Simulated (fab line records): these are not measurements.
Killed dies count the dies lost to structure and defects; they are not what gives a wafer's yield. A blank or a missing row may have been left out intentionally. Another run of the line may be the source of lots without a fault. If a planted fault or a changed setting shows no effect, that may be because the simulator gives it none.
fab line records ; flow gf180mcu
record: lots: 12; wafers: 36; last-day: 34
route steps=602 shown HV_LDD@213 PSD@250 SAB@275 M1@319
lots that met no fault: from a run of the same line without faults
start-h: the number of hours between the record's first day and the start of the first shown wafer of the lot ; wait-h: how many hours have passed since the lot's step before this one ; " unchanged from the row above ; L1.1+2: one row covering several wafers at once ; - no value present, or no start provided ; * or withheld: withheld ; < > ~ a bound
route shown NAME@n: names a module that has steps shown in the file, with the first one's number in the route ; usual: mean and standard deviation over wafers with no fault ; same: alike in all rows ; chamber/n: place in a boat ; sites: the reading at each site ; _std_site: the standard deviation of these ; _edge_site: inner sites' mean taken away from outer sites' mean ; radius-mm: how far each site lies from the wafer's centre ; mask NAME#n: copy n ; behind: the last tool/chamber to shape the wafer ; hold: why the lot went on hold/how many hours it stayed there/how the hold came to an end ; device: the n, p or np transistor that did not switch ; end of line: tests of these same wafers at the route's end ; a step given without rows: its recipe and nothing more ; killed: dies that structure and defects cost at the first sort, which is not the same as the wafer's yield ; map: a wafer's dies, marking killed ones x, the rest . and places with no die _
set.NAME: the setting the step ran with; set.NAME@STEP: the setting that earlier step ran with ; model.NAME: the simulator's own value behind a step, which no gauge read
a sample of lots followed through the steps of the route, with each step as a table and each wafer as a row
services: the hour from which a tool's chamber was out of use, counted from the record's first day as start-h (under 0 if before that day), plus the number of hours and why
== steps ==
step: GF_HV_LDD_STRIP_37
recipe: chemistry: O2/N2; power-w: 1400; pressure-mtorr: 1500; platen-temp-c: 250; o2-flow-sccm: 3000; n2-flow-sccm: 300; overash-fraction: 0.5
usual: drypump-motor-current-A: 5.7/0.35; heater-power-w: 339/19; oes-product-au: 0.716/0.0042; strip-time-to-endpoint-s: 12.64/0.036
lot.wafer;tool;chamber;start-h;wait-h;drypump-motor-current-A;heater-power-w;oes-product-au;rf-hours-counter-h;strip-time-to-endpoint-s
L296.3;plasma-asher-02;0;261.42;0.1;6.2;347;0.709;-;12.69
L296.5;plasma-asher-02;0;261.42;0.1;6.2;347;0.707;-;12.65
L296.6;plasma-asher-02;1;261.42;0.1;5.7;330;0.712;-;12.69
L297.2;plasma-asher-04;0;269.04;0.1;5.8;302;0.720;65;12.71
L297.5;plasma-asher-04;0;269.04;0.1;5.8;307;0.707;-;12.73
L297.6;plasma-asher-04;1;269.04;0.1;5.1;339;0.713;-;12.70
L301.1;plasma-asher-02;0;307.21;0.1;6.2;336;0.715;54;12.61
L301.2;plasma-asher-02;1;307.21;0.1;5.6;332;0.721;54;12.60
L301.5;plasma-asher-02;1;307.21;0.1;5.6;319;0.719;-;12.59
L303.1;plasma-asher-03;0;311.84;0.1;6.0;376;0.710;19;12.59
L303.2;plasma-asher-03;1;311.84;0.1;5.4;333;0.717;19;12.59
L303.3;plasma-asher-03;1;311.84;0.1;5.4;337;0.714;-;12.63
L308.1;plasma-asher-02;1;345.41;0.1;5.6;318;0.711;58;12.62
L308.4;plasma-asher-02;1;345.41;0.1;5.7;324;0.715;-;12.63
L308.5;plasma-asher-02;0;345.41;0.1;6.2;347;0.719;-;12.62
L309.1;plasma-asher-04;1;346.69;0.1;5.1;344;0.710;74;12.66
L309.3;plasma-asher-04;1;346.69;0.1;5.1;337;0.713;-;12.65
L309.4;plasma-asher-04;0;346.69;0.1;5.8;306;0.713;-;12.64
L312.1;plasma-asher-03;1;380.98;0.1;5.4;335;0.717;26;12.61
L312.4;plasma-asher-03;0;380.98;0.1;6.0;363;0.717;-;12.65
L312.6;plasma-asher-03;0;380.98;0.1;6.0;364;0.711;-;12.62
L315.1;plasma-asher-03;0;399.01;0.1;6.0;356;0.718;28;12.65
L315.2;plasma-asher-03;1;399.01;0.1;5.3;343;0.709;28;12.66
L315.5;plasma-asher-03;0;399.01;0.1;6.0;379;0.711;-;12.67
L316.2;plasma-asher-03;1;423.83;0.1;5.3;334;0.716;31;12.63
L316.3;plasma-asher-03;0;423.83;0.1;6.0;373;0.711;-;12.67
L316.6;plasma-asher-03;0;423.83;0.1;6.0;358;0.709;-;12.65
L318.1;plasma-asher-02;0;428.13;0.1;6.2;344;0.714;67;12.68
L318.2;plasma-asher-02;1;428.13;0.1;5.7;332;0.710;67;12.66
L318.6;plasma-asher-02;1;428.13;0.1;5.7;325;0.714;-;12.68
L317.1;plasma-asher-03;0;428.48;0.1;6.0;372;0.715;31;12.60
L317.3;plasma-asher-03;0;428.48;0.1;6.0;368;0.720;-;12.58
L317.4;plasma-asher-03;1;428.48;0.1;5.3;336;0.711;-;12.61
L319.1;plasma-asher-04;1;440.78;0.1;5.1;339;0.724;1;12.67
L319.5;plasma-asher-04;1;440.78;0.1;5.1;332;0.717;-;12.68
L319.6;plasma-asher-04;0;440.78;0.1;5.8;306;0.709;-;12.65
step: GF_PSD_COAT_02
recipe: resist: NOVOLAK; spin-rpm: 3000; resist-thk-nm: 1000
usual: exhaust-pa: 45.0/0.91; spin-speed-rpm: 3000.1/2.4
lot.wafer;tool;chamber;start-h;wait-h;exhaust-pa;spin-speed-rpm
L296.3;litho-track-01;0;312.43;0.1;45.4;2997.3
L296.5;litho-track-01;0;312.43;0.1;44.7;2999.1
L296.6;litho-track-01;0;312.43;0.1;46.7;3000.7
L297.2;litho-track-04;0;318.70;0.1;43.5;3001.0
L297.5;litho-track-04;0;318.70;0.1;44.6;2998.6
L297.6;litho-track-04;0;318.70;0.1;44.6;2997.1
L301.1;litho-track-01;0;361.73;0.1;43.5;2999.7
L301.2;litho-track-01;0;361.73;0.1;45.5;2998.2
L301.5;litho-track-01;0;361.73;0.1;44.9;3000.1
L303.1;litho-track-02;0;367.33;0.1;46.3;2999.8
L303.2;litho-track-02;0;367.33;0.1;45.9;2998.7
L303.3;litho-track-02;0;367.33;0.1;45.9;3001.3
L308.1;litho-track-01;0;402.78;0.1;46.6;3151.8
L308.4;litho-track-01;0;402.78;0.1;45.6;3144.4
L308.5;litho-track-01;0;402.78;0.1;45.8;3153.5
L309.1;litho-track-01;0;404.33;0.1;44.5;3150.0
L309.3;litho-track-01;0;404.33;0.1;45.5;3150.1
L309.4;litho-track-01;0;404.33;0.1;46.0;3146.6
L312.1;litho-track-04;0;443.12;0.1;46.4;2997.0
L312.4;litho-track-04;0;443.12;0.1;45.5;2998.4
L312.6;litho-track-04;0;443.12;0.1;45.2;2998.6
L315.1;litho-track-04;0;464.27;0.1;44.8;3002.9
L315.2;litho-track-04;0;464.27;0.1;45.4;3000.6
L315.5;litho-track-04;0;464.27;0.1;45.3;3000.1
L316.2;litho-track-01;0;488.60;0.1;45.0;3001.5
L316.3;litho-track-01;0;488.60;0.1;46.3;3001.5
L316.6;litho-track-01;0;488.60;0.1;45.3;3007.8
L318.1;litho-track-04;0;492.57;0.1;47.4;3001.1
L318.2;litho-track-04;0;492.57;0.1;47.1;3001.4
L318.6;litho-track-04;0;492.57;0.1;46.1;2999.0
L317.1;litho-track-01;0;494.63;0.1;45.3;3000.8
L317.3;litho-track-01;0;494.63;0.1;44.1;3001.0
L317.4;litho-track-01;0;494.63;0.1;43.4;3002.6
L319.1;litho-track-04;0;504.97;0.1;44.3;3000.0
L319.5;litho-track-04;0;504.97;0.1;43.5;3000.7
L319.6;litho-track-04;0;504.97;0.1;43.9;2996.8
step: GF_PSD_STRIP_10
recipe: chemistry: O2/N2; power-w: 1400; pressure-mtorr: 1500; platen-temp-c: 250; o2-flow-sccm: 3000; n2-flow-sccm: 300; overash-fraction: 0.5
usual: drypump-motor-current-A: 5.79/0.3; heater-power-w: 345/16; oes-product-au: 0.592/0.0047; strip-time-to-endpoint-s: 16.53/0.038
lot.wafer;tool;chamber;start-h;wait-h;drypump-motor-current-A;heater-power-w;oes-product-au;rf-hours-counter-h;strip-time-to-endpoint-s
L296.3;plasma-asher-01;1;322.97;0.1;5.64;358;0.584;-;16.53
L296.5;plasma-asher-01;1;322.97;0.1;5.63;360;0.598;-;16.54
L296.6;plasma-asher-01;0;322.97;0.1;6.06;331;0.588;-;16.55
L297.2;plasma-asher-02;1;328.63;0.1;5.64;324;0.594;57;16.56
L297.5;plasma-asher-02;1;328.63;0.1;5.65;318;0.601;-;16.58
L297.6;plasma-asher-02;0;328.63;0.1;6.17;333;0.598;-;16.59
L301.1;plasma-asher-03;1;373.18;0.1;5.36;342;0.592;25;16.53
L301.2;plasma-asher-03;0;373.18;0.1;5.99;367;0.589;25;16.55
L301.5;plasma-asher-03;0;373.18;0.1;6.00;374;0.589;-;16.56
L303.1;plasma-asher-03;0;378.73;0.1;5.99;374;0.590;26;16.51
L303.2;plasma-asher-03;1;378.73;0.1;5.35;336;0.590;26;16.47
L303.3;plasma-asher-03;0;378.73;0.1;5.99;370;0.598;-;16.47
L308.1;plasma-asher-02;1;415.24;0.1;5.67;336;0.590;65;16.23
L308.4;plasma-asher-02;0;415.24;0.1;6.14;339;0.592;-;16.24
L308.5;plasma-asher-02;0;415.24;0.1;6.18;338;0.592;-;16.28
L309.1;plasma-asher-02;0;416.88;0.1;6.20;347;0.590;66;16.32
L309.3;plasma-asher-02;1;416.88;0.1;5.67;324;0.589;-;16.26
L309.4;plasma-asher-02;0;416.88;0.1;6.18;345;0.590;-;16.24
L312.1;plasma-asher-03;0;455.14;0.1;5.97;361;0.586;34;16.53
L312.4;plasma-asher-03;0;455.14;0.1;5.99;366;0.600;-;16.54
L312.6;plasma-asher-03;0;455.14;0.1;5.99;379;0.593;-;16.57
L315.1;plasma-asher-01;1;476.89;0.1;5.64;358;0.595;81;16.52
L315.2;plasma-asher-01;0;476.89;0.1;6.07;324;0.588;81;16.54
L315.5;plasma-asher-01;1;476.89;0.1;5.65;361;0.590;-;16.56
L316.2;plasma-asher-03;0;500.88;0.1;6.00;367;0.595;38;16.55
L316.3;plasma-asher-03;1;500.88;0.1;5.34;335;0.593;-;16.54
L316.6;plasma-asher-03;1;500.88;0.1;5.33;342;0.590;-;16.51
L318.1;plasma-asher-02;0;504.93;0.1;6.19;336;0.601;75;16.46
L318.2;plasma-asher-02;1;504.93;0.1;5.65;337;0.587;75;16.44
L318.6;plasma-asher-02;1;504.93;0.1;5.66;326;0.596;-;16.45
L317.1;plasma-asher-01;1;506.88;0.1;5.65;354;0.593;84;16.57
L317.3;plasma-asher-01;1;506.88;0.1;5.65;355;0.588;-;16.55
L317.4;plasma-asher-01;0;506.88;0.1;6.09;328;0.588;-;16.53
L319.1;plasma-asher-03;0;517.19;0.1;5.99;372;0.590;40;16.61
L319.5;plasma-asher-03;1;517.19;0.1;5.35;345;0.601;-;16.56
L319.6;plasma-asher-03;0;517.19;0.1;6.00;365;0.591;-;16.57
step: GF_SAB_ETCH_11
recipe: chemistry: C4F8/O2/Ar; mask-material: NOVOLAK; target: SiO2; target-depth-nm: 55; source-w: 1500; bias-w: 1200; pressure-mtorr: 40; c4f8-flow-sccm: withheld; O2_flow_sccm: 6; Ar_flow_sccm: 300; time-s: 8.5
usual: oes-product-au: 0.997/0.01
lot.wafer;tool;chamber;start-h;wait-h;oes-product-au;rf-hours-counter-h
L296.3;rie-diel-03;1;343.49;0.0;0.998;5
L296.5;rie-diel-03;2;343.49;0.0;1.011;-
L296.6;rie-diel-03;1;343.49;0.0;0.999;-
L297.2;rie-diel-03;1;350.35;0.0;1.005;6
L297.5;rie-diel-03;3;350.35;0.0;1.021;-
L297.6;rie-diel-03;0;350.35;0.0;1.014;-
L301.1;rie-diel-03;2;396.34;0.0;1.004;60
L301.2;rie-diel-03;0;396.34;0.0;1.006;48
L301.5;rie-diel-03;2;396.34;0.0;1.017;-
L303.1;rie-diel-03;3;401.39;0.0;1.009;9
L303.2;rie-diel-03;1;401.39;0.0;0.992;7
L303.3;rie-diel-03;2;401.39;0.0;1.009;60
L308.1;rie-diel-03;2;439.59;0.0;1.002;61
L308.4;rie-diel-03;3;439.59;0.0;1.005;10
L308.5;rie-diel-03;0;439.59;0.0;0.994;-
L309.1;rie-diel-04;2;442.23;0.0;1.000;99
L309.3;rie-diel-04;2;442.23;0.0;0.989;-
L309.4;rie-diel-04;1;442.23;0.0;0.973;-
L312.1;rie-diel-04;2;479.91;0.0;0.996;100
L312.4;rie-diel-04;0;479.91;0.0;0.994;32
L312.6;rie-diel-04;3;479.91;0.0;0.995;-
L315.1;rie-diel-02;1;501.18;0.0;1.001;83
L315.2;rie-diel-02;0;501.18;0.0;0.995;35
L315.5;rie-diel-02;1;501.18;0.0;1.003;-
L316.2;rie-diel-02;2;524.44;0.0;0.972;3
L316.3;rie-diel-02;3;524.44;0.0;1.004;64
L316.6;rie-diel-02;0;524.44;0.0;0.995;-
L318.1;rie-diel-02;0;528.76;0.0;1.001;36
L318.2;rie-diel-02;3;528.76;0.0;1.010;64
L318.6;rie-diel-02;0;528.76;0.0;0.992;-
L317.1;rie-diel-03;3;530.29;0.0;0.998;13
L317.3;rie-diel-03;0;530.29;0.0;1.003;52
L317.4;rie-diel-03;2;530.29;0.0;1.016;63
L319.1;rie-diel-04;1;539.98;0.0;0.982;51
L319.5;rie-diel-04;2;539.98;0.0;1.008;-
L319.6;rie-diel-04;1;539.98;0.0;0.976;-
step: GF_M1_SPUTTER_04
recipe: material: TiN; target-thk-nm: 50; power-w: 6500; time-s: 41.7; chamber-pressure-pa: 0.4
usual: chamber-pressure-pa: 0.4000/0.00084; throttle-valve-pct: 29.8/0.98
lot.wafer;tool;chamber;start-h;wait-h;chamber-pressure-pa;throttle-valve-pct
L296.3;pvd-sputter-04;-;368.18;0.0;0.4008;29.2
L296.5;pvd-sputter-04;-;368.18;0.0;0.3993;30.4
L296.6;pvd-sputter-04;-;368.18;0.0;0.4004;30.8
L297.2;pvd-sputter-04;-;374.85;0.0;0.4001;29.4
L297.5;pvd-sputter-04;-;374.85;0.0;0.3997;30.1
L297.6;pvd-sputter-04;-;374.85;0.0;0.4009;30.1
L301.1;pvd-sputter-02;-;423.02;0.0;0.3983;30.5
L301.2;pvd-sputter-02;-;423.02;0.0;0.3989;30.2
L301.5;pvd-sputter-02;-;423.02;0.0;0.3994;30.4
L303.1;pvd-sputter-02;-;428.29;0.0;0.3995;29.0
L303.2;pvd-sputter-02;-;428.29;0.0;0.3995;30.3
L303.3;pvd-sputter-02;-;428.29;0.0;0.4003;30.3
L308.1;pvd-sputter-02;-;467.30;0.0;0.3997;30.4
L308.4;pvd-sputter-02;-;467.30;0.0;0.3995;28.9
L308.5;pvd-sputter-02;-;467.30;0.0;0.3983;28.9
L309.1;pvd-sputter-02;-;469.38;0.0;0.4004;30.6
L309.3;pvd-sputter-02;-;469.38;0.0;0.3990;28.8
L309.4;pvd-sputter-02;-;469.38;0.0;0.4005;30.1
L312.1;pvd-sputter-02;-;506.36;0.0;0.4003;28.9
L312.4;pvd-sputter-02;-;506.36;0.0;0.4003;28.9
L312.6;pvd-sputter-02;-;506.36;0.0;0.4005;30.1
L315.1;pvd-sputter-02;-;527.19;0.0;0.4006;30.5
L315.2;pvd-sputter-02;-;527.19;0.0;0.4006;28.7
L315.5;pvd-sputter-02;-;527.19;0.0;0.3996;30.2
L316.2;pvd-sputter-04;-;550.61;0.0;0.3995;29.1
L316.3;pvd-sputter-04;-;550.61;0.0;0.4005;29.2
L316.6;pvd-sputter-04;-;550.61;0.0;0.3996;30.6
L318.1;pvd-sputter-02;-;554.14;0.0;0.4002;30.4
L318.2;pvd-sputter-02;-;554.14;0.0;0.4002;28.6
L318.6;pvd-sputter-02;-;554.14;0.0;0.4002;28.5
L317.1;pvd-sputter-03;-;556.15;0.0;0.3992;29.2
L317.3;pvd-sputter-03;-;556.15;0.0;0.3994;31.9
L317.4;pvd-sputter-03;-;556.15;0.0;0.4011;31.5
L319.1;pvd-sputter-04;-;564.40;0.0;0.3996;30.3
L319.5;pvd-sputter-04;-;564.40;0.0;0.3994;30.5
L319.6;pvd-sputter-04;-;564.40;0.0;0.3978;30.2
== services ==
tool;chamber;start-h;hours;kind
rie-diel-02;0;237.86;4.8;repair
pvd-sputter-04;-;238.29;6.8;repair
rie-diel-04;1;277.92;3.9;repair
plasma-asher-04;-;293.83;0.4;repair
rie-diel-02;2;304.61;6.1;repair
pvd-sputter-04;-;314.35;2.0;repair
rie-diel-03;2;325.02;2.4;repair
rie-diel-03;1;328.42;13.2;repair
rie-diel-03;2;355.37;14.3;repair
rie-diel-02;-;361.88;2.8;pm
plasma-asher-03;-;362.47;0.9;repair
pvd-sputter-04;-;381.17;4.4;repair
rie-diel-03;-;387.76;0.6;repair
rie-diel-03;3;393.20;3.3;repair
plasma-asher-02;-;401.81;0.3;repair
rie-diel-03;1;424.20;3.8;repair
pvd-sputter-04;-;429.06;0.9;repair
plasma-asher-03;-;458.22;2.8;pm
rie-diel-03;-;481.60;0.2;repair
rie-diel-03;-;493.43;2.6;repair
rie-diel-03;1;531.92;6.1;repair
pvd-sputter-02;-;546.47;0.5;repair
rie-diel-03;2;551.25;23.6;repair
pvd-sputter-02;-;559.22;5.7;repair
== key ==
first-sign: step: GF_PSD_COAT_02; reading: spin-speed-rpm; direction: up; sigmas: 61; usual: *; struck: *
effect: step: GF_PSD_STRIP_10; reading: strip-time-to-endpoint-s; direction: down; sigmas: 7; usual: *; struck: *
met-at GF_PSD_COAT_02
struck-lots L308,L309
tester-left-out L308,L309
not-acting-at GF_HV_LDD_STRIP_37,GF_SAB_ETCH_11,GF_M1_SPUTTER_04
onset-between 361.73 402.78
fault: kind: process-parameter-drift; tool: litho-track-01; chamber: -; onset-h: 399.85; steps: GF_PSD_COAT_02; channel: spin-rpm; offset: *; shape: step; end-h: 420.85; acts-in: *; stated: *
tester-left-out: of these lots the tester's yield and bins aren't shown, on N5 and GAA mostly nor the transistor test; their killed dies are dies lost to structure and defects alone, not to doping, threshold or leakage, so they don't give the yield
